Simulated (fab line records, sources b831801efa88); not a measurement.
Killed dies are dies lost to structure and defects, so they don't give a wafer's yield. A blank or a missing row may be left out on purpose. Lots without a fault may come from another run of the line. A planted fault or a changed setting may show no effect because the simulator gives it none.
fab line records | flow sky130
record lots=4 wafers=12 last_day=50
route steps=708 shown VIA1@462 METAL2@483 PAD_OPEN@708
lots that met no fault: from a run of the same line without faults
start_h: hours from the record's first day to the start of the lot's first wafer shown | wait_h: hours since the lot's step before | " the same as in the row above | L1.1+2: a row that stands for several wafers | - no value, or no start given | * or withheld: withheld | < > ~ a bound
route shown NAME@n: a module of which the file shows steps, and the number in the route of the first | usual: mean/standard deviation of fault-free wafers | same: alike in all rows | chamber/n: place in a boat | sites: the reading at each site | _std_site: their standard deviation | _edge_site: outer sites' mean less inner sites' | radius_mm: how far each site lies from the wafer's centre | mask NAME#n: copy n | behind: the tool/chamber that last shaped the wafer | hold: why the lot was held/for how many hours/how that ended | device: the transistor (n, p or np) that didn't switch | end of line: the same wafers' tests at the end of the route | a step without rows: its recipe alone | killed: dies lost to structure and defects at the first sort, not the wafer's yield | map: a wafer's dies, x killed, . not, _ none there
set.NAME: the setting as run; set.NAME@STEP: as run at that earlier step | model.NAME: the simulator's own value behind a step, which no gauge read
lots at some steps of the route; a table a step, a row a wafer
services: from which hour (start_h, from the record's first day; less than 0 if before it) a tool's chamber was out of use, for how many hours, and why
## steps
# step SKY_VIA1_DEHYDRATE_04
# recipe temp_c=200 time_s=60
# step SKY_VIA1_HMDS_05
# recipe prime_time_s=60 prime_temp_c=120
# step SKY_VIA1_COAT_06
# recipe resist=BARC temp_c=withheld time_s=withheld spin_rpm=3000 resist_thk_nm=60
# step SKY_VIA1_COAT_07
# recipe resist=KrF-thick spin_rpm=3000 resist_thk_nm=450
# step SKY_VIA1_SOFTBAKE_08
# recipe temp_c=100 time_s=90 resist=KrF-thick
# step SKY_VIA1_EXPOSE_09
# recipe mask_id=VIM na=0.8 source_shape=annular sigma_inner=0.55 sigma_outer=0.85 target_cd_nm=150 dose_mj=38
# step SKY_VIA1_PEB_10
# recipe peb_temp_c=withheld peb_time_s=withheld resist=KrF-thick
# step SKY_VIA1_DEVELOP_11
# recipe develop_time_s=60 resist=KrF-thick dev_temp_c=21
# step SKY_VIA1_ETCH_14
# recipe chemistry=N2/H2 target=BARC ion_energy_ev=200 source_w=500 bias_w=100 pressure_mtorr=30 n2_flow_sccm=100 h2_flow_sccm=200 stop_on=SiO2 time_s=45.9 target_depth_a=600
# step SKY_VIA1_ETCH_15
# recipe target=SiO2 chemistry=C4F8/O2/Ar target_depth_nm=351 stop_on=TiN mask_material=KrF-thick source_w=1500 bias_w=1200 pressure_mtorr=40 c4f8_flow_sccm=withheld O2_flow_sccm=6 Ar_flow_sccm=300 time_s=54
# step SKY_VIA1_STRIP_16
# recipe chemistry=O2/N2 power_w=1400 pressure_mtorr=1500 platen_temp_c=withheld o2_flow_sccm=3000 n2_flow_sccm=300 overash_fraction=0.5
# usual drypump_motor_current_A=5.5/0.34 n2_flow_sccm=300.0/1 oes_product_au=0.416/0.0053 strip_time_to_endpoint_s=4.458/0.018
# columns lot.wafer tool chamber start_h wait_h drypump_motor_current_A n2_flow_sccm oes_product_au rf_hours_counter_h strip_time_to_endpoint_s
L163.1 plasma_asher-01 0 877.48 0.0 6.1 300.7 0.419 74 4.466
L163.3 " 0 " " 6.1 299.7 0.405 - 4.457
L163.5 " 1 " " 5.9 300.1 0.420 - 4.490
L166.4 plasma_asher-04 0 893.37 0.0 5.4 298.8 0.419 - 4.455
L166.5 " 0 " " 5.5 299.7 0.413 - 4.459
L166.6 " 1 " " 4.9 300.3 0.420 - 4.457
L171.3 plasma_asher-01 1 932.64 0.1 5.9 299.7 0.412 - 4.447
L171.4 " 0 " " 6.0 298.4 0.427 - 4.434
L171.5 " 1 " " 5.9 298.4 0.412 - 4.447
L174.2 plasma_asher-01 0 948.83 0.0 6.1 298.9 0.411 80 4.445
L174.3 " 1 " " 5.9 300.6 0.405 - 4.420
L174.6 " 0 " " 6.1 299.0 0.414 - 4.433
# step SKY_VIA1_STRIP_17
# recipe chemistry=post_etch_residue_remover time_s=1200 temp_c=72.5
# step SKY_VIA1_CLEAN_18
# recipe chemistry=IPA time_s=180 temp_c=25
# step SKY_VIA1_CLEAN_19
# recipe chemistry=O3/DIW dry=n2_spin
# step SKY_VIA1_SPUTTER_20
# recipe material=TiN target_thk_nm=20 chamber_pressure_pa=5 power_w=4000 time_s=80
# step SKY_VIA1_CVD_21
# recipe material=W target_thk_nm=270 time_s=80.902 temp_c=400 pressure_torr=40
# step SKY_VIA1_CMP_24
# recipe stop_on=SiO2 t_overpolish_s=15 down_force_psi=3.5 platen_rpm=60 target_thk_nm=0 pad_velocity_m_s=0.94248
# step SKY_METAL2_SPUTTER_00
# recipe material=Ti target_thk_nm=15 power_w=3000 time_s=10 chamber_pressure_pa=0.4
# step SKY_METAL2_SPUTTER_01
# recipe material=TiN target_thk_nm=20 power_w=6500 time_s=16.7 chamber_pressure_pa=0.4
# step SKY_METAL2_SPUTTER_02
# recipe material=AlCu target_thk_nm=250 power_w=10600 time_s=13.3 chamber_pressure_pa=0.4
# step SKY_METAL2_SPUTTER_03
# recipe material=Ti target_thk_nm=5 power_w=3000 time_s=3.3 chamber_pressure_pa=0.4
# step SKY_METAL2_SPUTTER_04
# recipe material=TiN target_thk_nm=70 power_w=6500 time_s=58.3 chamber_pressure_pa=0.4
# step SKY_METAL2_DEHYDRATE_07
# recipe temp_c=200 time_s=60
# step SKY_METAL2_HMDS_08
# recipe prime_time_s=60 prime_temp_c=120
# step SKY_METAL2_COAT_09
# recipe resist=BARC temp_c=withheld time_s=withheld spin_rpm=3000 resist_thk_nm=60
# step SKY_METAL2_COAT_10
# recipe resist=KrF-thick spin_rpm=3000 resist_thk_nm=450
# step SKY_METAL2_SOFTBAKE_11
# recipe temp_c=100 time_s=90 resist=KrF-thick
# step SKY_METAL2_EXPOSE_12
# recipe mask_id=MM2 na=0.8 source_shape=annular sigma_inner=0.55 sigma_outer=0.85 target_cd_nm=140 dose_mj=28
# step SKY_METAL2_PEB_13
# recipe peb_temp_c=withheld peb_time_s=withheld resist=KrF-thick
# step SKY_METAL2_DEVELOP_14
# recipe develop_time_s=60 resist=KrF-thick dev_temp_c=21
# step SKY_METAL2_DESCUM_17
# recipe chemistry=O2 source_power_w=150 bias_power_w=0 pressure_mtorr=10 temp_c=40 time_s=8
# step SKY_METAL2_ETCH_18
# recipe chemistry=N2/H2 target=BARC ion_energy_ev=200 bias_w=100 pressure_mtorr=30 n2_flow_sccm=100 h2_flow_sccm=200 icp_w=500 stop_on=SiO2 time_s=45.9 target_depth_a=600
# step SKY_METAL2_METAL_ETCH_19
# recipe target_depth_a=3600 stop_on=SiO2 over_etch_frac=0.3 time_s=78 chemistry=Cl2/BCl3 resist_sidewall_deg=88 pressure_mtorr=10 icp_w=900 bias_w=48.5 Cl2_flow_sccm=60 bcl3_flow_sccm=30
# step SKY_METAL2_STRIP_20
# recipe chemistry=O2/N2 power_w=1400 pressure_mtorr=1500 platen_temp_c=withheld o2_flow_sccm=3000 n2_flow_sccm=300 overash_fraction=0.5
# step SKY_PAD_OPEN_PROBE_99
# usual defect_limited_yield=82.7/2.1 killed_at_M0_to_M3=43/7.2 killed_at_M4_up=3.0/1.7 killed_at_contacts=24/5.3 killed_at_front_end=15/4.6 killed_at_other=0.3/0.5 killed_dies=85/10 killed_open=46/7.2 killed_short=39/6.4 sort_bin_3_pad_short=0.9/0.42 sort_bin_5_function=10.2/1.6 sort_bin_6_memory=6.2/1 sort_n_pass=407/10 sort_yield_pct=82.7/2.1
# same gross_dies=492 killed_at_back_side=0 sort_bin_4_leakage[%]=0 sort_bin_8_speed[%]=0
# columns lot.wafer tool chamber start_h wait_h defect_limited_yield[%] killed_at_M0_to_M3 killed_at_M4_up killed_at_contacts killed_at_front_end killed_at_other killed_dies killed_open killed_short sort_bin_3_pad_short[%] sort_bin_5_function[%] sort_bin_6_memory[%] sort_n_pass sort_yield_pct[%] model.etest.tester.sort_n_pass model.etest.tester.sort_yield_pct model.etest.tester.sort_bin_5_pct model.etest.tester.sort_bin_3_pct
L163.1 prober-02 - 1139.85 0.1 85.0 31 3 24 14 2 74 41 33 0.4 9.8 4.9 418 85.0 418 84.96 9.756 0.4065
L163.3 prober-02 - 1139.95 0.2 84.3 41 4 15 17 0 77 41 36 0.6 9.1 5.9 415 84.3 415 84.35 9.146 0.6098
L163.5 prober-02 - 1140.05 0.2 84.3 37 1 23 16 0 77 50 27 0.4 10.0 5.3 415 84.3 415 84.35 9.959 0.4065
L166.4 prober-01 - 1153.89 0.2 82.9 46 2 24 11 1 84 40 44 1.2 8.1 7.7 408 82.9 408 82.93 8.13 1.22
L166.5 prober-01 - 1153.94 0.2 77.8 59 3 22 25 0 109 60 49 0.8 14.6 6.7 383 77.8 383 77.85 14.63 0.813
L166.6 prober-01 - 1153.99 0.2 81.7 53 5 16 16 0 90 54 36 1.0 11.0 6.3 402 81.7 402 81.71 10.98 1.016
L171.3 prober-02 - 1179.33 0.2 81.7 48 3 26 13 0 90 43 47 1.2 10.0 7.1 402 81.7 402 81.71 9.959 1.22
L171.4 prober-02 - 1179.38 0.2 68.1 114 5 27 11 0 157 48 44 5.9 18.7 7.3 335 68.1 335 68.09 18.7 5.894
L171.5 prober-02 - 1179.43 0.2 82.9 40 6 28 10 0 84 46 38 0.6 10.2 6.3 408 82.9 408 82.93 10.16 0.6098
L174.2 prober-01 - 1191.40 0.1 66.5 116 3 28 18 0 165 65 34 4.7 20.1 8.7 327 66.5 327 66.46 20.12 4.675
L174.3 prober-01 - 1191.45 0.2 77.4 55 4 22 30 0 111 58 53 1.0 14.0 7.5 381 77.4 381 77.44 14.02 1.016
L174.6 prober-01 - 1191.60 0.2 69.9 107 5 19 16 1 148 51 25 4.1 18.9 7.1 344 69.9 344 69.92 18.9 4.065
# killed by level:class
L163.1 CONTACT:geometric_particle:open=8 LI_CONTACT:geometric_particle:open=7 VIA1:geometric_particle:open=7 VIA3:geometric_particle:open=5 VIA3:geometric_particle:short=5 FIELD_ISO:geometric_particle:open=3 METAL1:geometric_particle:short=3 POLY_GATE:geometric_particle:short=3
L163.3 VIA1:geometric_particle:open=9 VIA2:geometric_particle:open=8 CONTACT:geometric_particle:open=6 VIA1:geometric_particle:short=5 LI_CONTACT:geometric_particle:open=5 METAL3:geometric_particle:short=5 FIELD_ISO:geometric_particle:short=4 FIELD_ISO:geometric_particle:open=4
L163.5 CONTACT:geometric_particle:open=13 VIA1:geometric_particle:open=7 VIA2:geometric_particle:open=7 POLY_GATE:geometric_particle:open=5 VIA3:geometric_particle:open=5 VIA3:geometric_particle:short=5 FIELD_ISO:geometric_particle:open=4 POLY_GATE:geometric_particle:short=4
L166.4 CONTACT:geometric_particle:open=10 VIA2:geometric_particle:open=8 METAL1:geometric_particle:short=7 VIA1:geometric_particle:open=7 FIELD_ISO:geometric_particle:short=4 POLY_GATE:geometric_particle:short=4 VIA2:geometric_particle:short=4 LOCAL_INTERCONNECT:geometric_particle:short=4
L166.5 VIA1:geometric_particle:open=11 CONTACT:geometric_particle:open=10 VIA3:geometric_particle:open=10 METAL2:geometric_particle:short=7 METAL1:geometric_particle:short=7 FIELD_ISO:geometric_particle:short=6 VIA1:geometric_particle:short=5 POLY_GATE:geometric_particle:short=5
L166.6 VIA1:geometric_particle:open=15 VIA2:geometric_particle:open=11 VIA3:geometric_particle:short=7 FIELD_ISO:geometric_particle:open=6 CONTACT:geometric_particle:open=6 LI_CONTACT:geometric_particle:open=4 METAL2:geometric_particle:short=4 VIA3:geometric_particle:open=4
L171.3 CONTACT:geometric_particle:open=12 VIA1:geometric_particle:open=11 FIELD_ISO:geometric_particle:short=7 CONTACT:geometric_particle:short=7 METAL3:geometric_particle:short=7 VIA2:geometric_particle:open=6 METAL2:geometric_particle:short=6 VIA3:geometric_particle:open=6
L171.4 VIA1:unspecified=65 VIA1:geometric_particle:open=10 METAL2:geometric_particle:short=10 LI_CONTACT:geometric_particle:open=7 CONTACT:geometric_particle:short=7 VIA3:geometric_particle:open=7 VIA2:geometric_particle:open=6 CONTACT:geometric_particle:open=6
L171.5 VIA1:geometric_particle:open=11 LI_CONTACT:geometric_particle:open=9 LOCAL_INTERCONNECT:geometric_particle:short=8 CONTACT:geometric_particle:open=8 VIA3:geometric_particle:open=7 METAL2:geometric_particle:short=5 METAL1:geometric_particle:short=5 VIA3:geometric_particle:short=4
L174.2 VIA1:unspecified=66 CONTACT:geometric_particle:open=13 VIA1:geometric_particle:open=13 VIA2:geometric_particle:open=11 METAL1:geometric_particle:short=7 VIA1:geometric_particle:short=6 VIA3:geometric_particle:open=6 FIELD_ISO:geometric_particle:open=5
L174.3 VIA1:geometric_particle:open=19 FIELD_ISO:geometric_particle:short=13 VIA1:geometric_particle:short=9 CONTACT:geometric_particle:open=9 VIA3:geometric_particle:open=9 FIELD_ISO:geometric_particle:open=8 POLY_GATE:geometric_particle:short=4 LI_CONTACT:geometric_particle:open=4
L174.6 VIA1:unspecified=72 VIA1:geometric_particle:open=11 VIA2:geometric_particle:open=10 LI_CONTACT:geometric_particle:open=8 CONTACT:geometric_particle:open=6 FIELD_ISO:geometric_particle:open=5 VIA3:geometric_particle:open=4 METAL4:geometric_particle:short=4
# map L171.4 (x killed, . not)
__________x.x......._________
________........x....._______
______.x...x.xxx.....x.._____
_____.x...x.xxxx.x.......____
____..x.xxxxxxxxxx........___
___......xxxxxxxx.x........__
__.....xxxxxxxxxxx....x..x.._
_.......xxxxxxxxxxx..........
_.....x.xxxxxxxxxx.x..x....x.
_.x...x..xxxxxxxx.x...xx.....
_....x.x.xxxxxxxxx.....x...xx
_..xx.x.....x...x.........x.x
_...x.........x.xx..x......x.
_.xxxxxx...xxx......x.x..xx.x
_x.x.....x..xx.x.x......x.x..
__.........................._
___.x....x..............x..__
____.x.x.............xx..x___
_____......x..x......x...____
______...x....x..x..x..._____
________...xx..xx....._______
__________....x....._________
# map L174.2 (x killed, . not)
__________x.x.x....._________
________......x.x....._______
______...x.x.xxxxxx..xx._____
_____x..x...xxxx.x...x..x____
____..xx..xxxxxxx.....x..x___
___.x.x.xxxxxxxxxx.x.xx....__
__..x...xxxxxxxxxxxx..xx...._
_.......xxxxxxxxxxx......x...
_.......xxxxxxxxxx..xx.......
_.....x.xxxxxxxxx.x..........
_x.x..x..xxxxxxxxx....x.xx...
_.x.xx...x.xx.x..xx..x.....x.
_x..............x............
_.x.......x........x.x.....x.
_x........x..x...x...x.......
__..x......x....x..........._
___....x.xx.x.........x....__
____......x..x..xx.x....x.___
_____..xx........x.....x.____
______...xx..xxxx......._____
________.......x......_______
__________.......x.x_________
## services
# columns tool chamber start_h hours kind
plasma_asher-01 - 896.48 1.1 repair
## key
first_sign step=SKY_PAD_OPEN_PROBE_99 reading=killed_at_M0_to_M3 direction=up sigmas=9.8 usual=43 struck=112
effect step=SKY_PAD_OPEN_PROBE_99 reading=sort_bin_3_pad_short direction=up sigmas=9.4 usual=0.9 struck=4.9
model_effect step=SKY_PAD_OPEN_PROBE_99 value=etest.tester.sort_n_pass without=393.7 struck=335.3
met_at SKY_VIA1_STRIP_16
struck_wafers L171.4,L174.2,L174.6
onset_between 877.48 932.64
fault kind=chamber_particle_source tool=plasma_asher-01 chamber=0 onset_h=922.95 steps=SKY_VIA1_STRIP_16 rate_per_visit_cm2=2.0086 end_h=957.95
